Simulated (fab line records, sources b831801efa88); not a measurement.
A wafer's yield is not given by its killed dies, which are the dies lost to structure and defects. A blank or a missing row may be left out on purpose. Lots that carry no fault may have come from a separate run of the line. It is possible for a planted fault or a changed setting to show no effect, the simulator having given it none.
The tool behind it: which one? / flow gf180mcu / Sampling: 7 lots, 21 wafers, 2 of 602 route steps

WHAT THE GAUGES READ, wafer by wafer
GF_V4_THK_MEAS_01.
lot=L860; measured=day 25 05:04; on=film-metro-02; V4_CVD_00_THK (nm)=596 597 599
lot=L864; measured=day 26 21:38; on=film-metro-01; V4_CVD_00_THK (nm)=596 600 601
lot=L866; measured=day 27 05:09; on=film-metro-03; V4_CVD_00_THK (nm)=604 605 602
lot=L872; measured=day 29 00:04; on=film-metro-03; V4_CVD_00_THK (nm)=598 597 599
lot=L873; measured=day 29 17:25; on=film-metro-03; V4_CVD_00_THK (nm)=600 608 602
lot=L876; measured=day 30 02:11; on=film-metro-03; V4_CVD_00_THK (nm)=598 596 589
lot=L878; measured=day 30 17:55; on=film-metro-03; V4_CVD_00_THK (nm)=604 599 600

EACH LOT AND THE TOOL THAT RAN IT (in order: tool; ch and the chambers of the sampled wafers; start)
lot=L860; GF_M4_SPUTTER_04=pvd-sputter-04, day 24 05:10
lot=L864; GF_M4_SPUTTER_04=pvd-sputter-04, day 26 00:12
lot=L866; GF_M4_SPUTTER_04=pvd-sputter-04, day 26 08:05
lot=L872; GF_M4_SPUTTER_04=pvd-sputter-04, day 28 02:55
lot=L873; GF_M4_SPUTTER_04=pvd-sputter-03, day 28 21:14
lot=L876; GF_M4_SPUTTER_04=pvd-sputter-02, day 29 06:20
lot=L878; GF_M4_SPUTTER_04=pvd-sputter-04, day 29 22:39
- GF_M4_SPUTTER_04: material TiN, target thk 50 nm, time 41.7 s.

THE ANSWER, worked out from the rows above alone
Rule: the lots themselves supply what counts as usual. The widest of any qualifying gaps counts: lots, ordered by their means at a reading, are off when they make up no more than a third of the lots, leave a main group of 4 or more, and stand apart from it by 3 or more times the standard deviation of that group's means. If all means in a main group match to the digits the tables above print for the reading, that group is not used. Also off: a lot with no number at a reading for which 4 or more lots have one. All remaining lots with rows at the step are treated as sound.
No lot is off on any of the readings shown, so nothing can be concluded from this.

WHAT WAS PUT IN BY THE SIMULATOR
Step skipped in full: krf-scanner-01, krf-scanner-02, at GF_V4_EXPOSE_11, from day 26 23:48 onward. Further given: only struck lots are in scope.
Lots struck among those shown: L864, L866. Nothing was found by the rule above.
